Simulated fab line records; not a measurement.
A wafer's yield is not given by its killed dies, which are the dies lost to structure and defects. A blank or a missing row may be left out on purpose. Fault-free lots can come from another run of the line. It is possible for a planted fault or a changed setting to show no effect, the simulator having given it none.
The same fault as seen by 2 desks || flow sky130 || only its own numbers are on each desk; what lay behind them is given at the end

AT THE METROLOGY DESK
What the gauges read for every lot (on any tool): the sampled wafers with a number, averaged. The brackets show how far a lot's mean lies from the usual mean; more than 4 standard deviations puts the lot out of limits, marked OUT.
Columns: A = LDD_N_OVL at SKY_LDD_N_OVL_MEAS_07, usual -1.6 nm
{"lot": "L510", "first seen here": "day 19 02:27", "A": -3.2}
{"lot": "L518", "first seen here": "day 22 03:58", "A": -3.5}
{"lot": "L519", "first seen here": "day 22 12:58", "A": -3.4}
{"lot": "L525", "first seen here": "day 24 10:14", "A": -2.5}
{"lot": "L529", "first seen here": "day 25 13:55", "A": 0.1}
{"lot": "L530", "first seen here": "day 26 01:58", "A": -2.6}
This desk found nothing out of limits on any of the 6 lots.

TOOL OWNER'S DESK, implanter-04
The tool's own readings at SKY_LDD_N_IMPLANT_14, given as means over the sampled wafers that have a number, one for each lot that went through this tool. The brackets show how far a lot's mean lies from the usual mean; more than 4 standard deviations puts the lot out of limits, marked OUT.
Columns: A = beam_energy_keV at SKY_LDD_N_IMPLANT_14, usual 49.999
{"lot": "L510", "first seen here": "day 19 03:23", "A": 50.005}
{"lot": "L518", "first seen here": "day 22 04:55", "A": "47.525 (-99 or more) OUT"}
{"lot": "L519", "first seen here": "day 22 13:54", "A": "47.544 (-99 or more) OUT"}
{"lot": "L529", "first seen here": "day 25 14:51", "A": 49.984}
Finding of this desk: L518, L519 out of limits; the first was L518 at day 22 04:55, on beam_energy_keV at SKY_LDD_N_IMPLANT_14. L510, L529 stayed within limits.

TAKEN TOGETHER
The tool owner's desk could have raised an alarm at day 22 04:55, on L518, L519.
Nothing out of limits was seen by the metrology desk.
The metrology desk has L518, L519 on record, within its limits.
On implanter-04, each named lot ran SKY_LDD_N_IMPLANT_14.

WHAT THE SIMULATOR PUT IN
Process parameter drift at SKY_LDD_N_IMPLANT_14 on implanter-04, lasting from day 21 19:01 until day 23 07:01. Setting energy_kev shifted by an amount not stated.
Shown lots that were struck: L518, L519.
Hours from the fault's start to each desk's first reading out of limits: the tool owner's desk, 10.
